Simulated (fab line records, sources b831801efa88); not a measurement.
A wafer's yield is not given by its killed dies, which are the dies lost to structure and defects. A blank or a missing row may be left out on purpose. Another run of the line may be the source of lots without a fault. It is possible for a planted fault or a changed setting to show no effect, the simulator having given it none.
One fault through the eyes of 2 desks	flow sky130	numbers are kept per desk, each desk with only its own; the story behind them comes last

== FROM THE METROLOGY DESK ==
What the gauges read for every lot (on any tool): the sampled wafers with a number, averaged. Marked OUT: a lot whose mean sits more than 4 standard deviations from the usual mean, which makes it out of limits; the brackets give that distance.
Columns: A = VT_ADJUST_LVTN_TW at SKY_VT_ADJUST_LVTN_TW_MEAS_10, usual 244.0; B = VT_ADJUST_NCORE_TW at SKY_VT_ADJUST_NCORE_TW_MEAS_11, usual 220.1; C = SD_N_OVL at SKY_SD_N_OVL_MEAS_08, usual -0.1 nm
lot	first seen here	A	B	C
L904	day 6 22:20	246.6	218.3	-1.8
L906	day 7 11:46	241.4	218.0	-1.6
L908	day 8 00:04	241.4	219.0	-1.9
L910	day 8 11:14	245.9	222.3	0.1
L911	day 8 17:22	264.3 (+12) OUT	219.0	1.4
L913	day 9 06:21	243.3	219.6	-0.1
L916	day 10 08:28	261.1 (+10) OUT	222.0	0.8
L917	day 10 17:33	245.4	223.2	0.3
L923	day 12 05:53	245.4	221.5	-0.2
L924	day 12 12:11	244.0	217.5	-1.3
L925	day 12 17:38	244.1	217.9	1.9
L927	day 13 04:47	245.3	218.7	-0.1
This desk finds L911, L916 out of limits, with the earliest case on L911 at day 8 17:22 (VT_ADJUST_LVTN_TW at SKY_VT_ADJUST_LVTN_TW_MEAS_10). In limits: L904, L906, L908, L910, L913, L917, L923, L924, L925, L927.

== TOOL OWNER'S DESK, implanter-01 ==
For each lot that ran on this tool, the mean over its sampled wafers that have a number, from the tool's own readings at SKY_VT_ADJUST_LVTN_IMPLANT_08. Marked OUT: a lot whose mean sits more than 4 standard deviations from the usual mean, which makes it out of limits; the brackets give that distance.
Columns: A = dose ions cm2 at SKY_VT_ADJUST_LVTN_IMPLANT_08, usual 1.5699e+12; B = end station pressure torr at SKY_VT_ADJUST_LVTN_IMPLANT_08, usual 5.02e-06 Torr; C = faraday current uA at SKY_VT_ADJUST_LVTN_IMPLANT_08, usual 8.84
lot	first seen here	A	B	C
L906	day 7 11:31	1.5677e+12	5.22e-06	8.87
L908	day 7 23:50	1.5710e+12	4.90e-06	8.92
L910	day 8 10:59	1.5702e+12	4.84e-06	9.04
L911	day 8 17:07	2.0287e+12 (+99 or more) OUT	5.06e-06	11.33 (+14) OUT
L916	day 10 08:15	2.0310e+12 (+99 or more) OUT	5.17e-06	11.52 (+15) OUT
L925	day 12 17:23	1.5702e+12	4.88e-06	8.71
This desk finds L911, L916 out of limits, L911 being first, at day 8 17:07 (dose ions cm2 at SKY_VT_ADJUST_LVTN_IMPLANT_08). In limits: L906, L908, L910, L925.

== TAKEN TOGETHER ==
On L911, L916, at day 8 17:07, an alarm was possible from the tool owner's desk.
Metrology desk: alarm possible at day 8 17:22 on L911, L916.
The lots listed all ran SKY_VT_ADJUST_LVTN_IMPLANT_08 on implanter-01.

== WHAT HAD BEEN PUT IN BY THE SIMULATOR ==
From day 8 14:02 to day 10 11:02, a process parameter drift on implanter-01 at SKY_VT_ADJUST_LVTN_IMPLANT_08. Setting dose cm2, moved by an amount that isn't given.
Shown lots that were struck: L911, L916.
Fault start to first reading out of limits, in hours, per desk: tool owner, 3; metrology, 3.
